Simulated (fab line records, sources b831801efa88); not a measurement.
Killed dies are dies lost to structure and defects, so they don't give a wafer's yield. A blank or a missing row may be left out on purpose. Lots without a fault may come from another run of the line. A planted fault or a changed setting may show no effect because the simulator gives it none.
Chamber matching | flow gf180mcu | GF_V5_CVD_02 on pecvd-02: 3 sister chambers
The step deposits SiO2 from TEOS, target thk 1450 nm, time 163.28 s. 3 wafers are shown with their chamber, then 12 later ones without.

WAFERS WITH THEIR CHAMBER
wafer  | chamber | heater_power_w (W)
L087.6 | 2       | 627
L088.4 | 1       | 667
L088.5 | 0       | 740

WAFERS WITHOUT THEIR CHAMBER
wafer  | heater_power_w (W)
L089.3 | 895
L089.4 | 665
L089.6 | 538
L093.1 | 600
L093.2 | 654
L093.6 | 666
L095.1 | 673
L095.4 | 542
L095.6 | 544
L096.1 | 702
L096.2 | 753
L096.3 | 692

WHICH CHAMBER EACH WENT THROUGH
wafer  | from the rows above          | in truth
L089.3 | can't be placed: 0 or 1 or 2 | 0
L089.4 | can't be placed: 1 or 2 or 0 | 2
L089.6 | can't be placed: 2 or 1 or 0 | 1
L093.1 | can't be placed: 2 or 1 or 0 | 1
L093.2 | can't be placed: 1 or 2 or 0 | 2
L093.6 | can't be placed: 1 or 2 or 0 | 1
L095.1 | can't be placed: 1 or 2 or 0 | 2
L095.4 | can't be placed: 2 or 1 or 0 | 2
L095.6 | can't be placed: 2 or 1 or 0 | 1
L096.1 | can't be placed: 1 or 0 or 2 | 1
L096.2 | can't be placed: 0 or 1 or 2 | 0
L096.3 | can't be placed: 1 or 0 or 2 | 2
Placed correctly: 0 of 12. Can't be placed from these rows: 12 (the true chamber is among the candidates in 12). Placed wrongly: 0.
How it was worked out, from the rows above alone: a wafer's distance from a chamber is the root of the sum, over the readings, of the square of ((its reading less the chamber's mean) divided by the reading's scatter). The wafer belongs to the nearest chamber; if the next one is less than 2 further off, it can't be placed. A chamber's mean is the mean of its shown wafers. The scatter: with one shown wafer a chamber, the root of the mean of the squares of how far each hidden wafer lies from its nearest shown one.
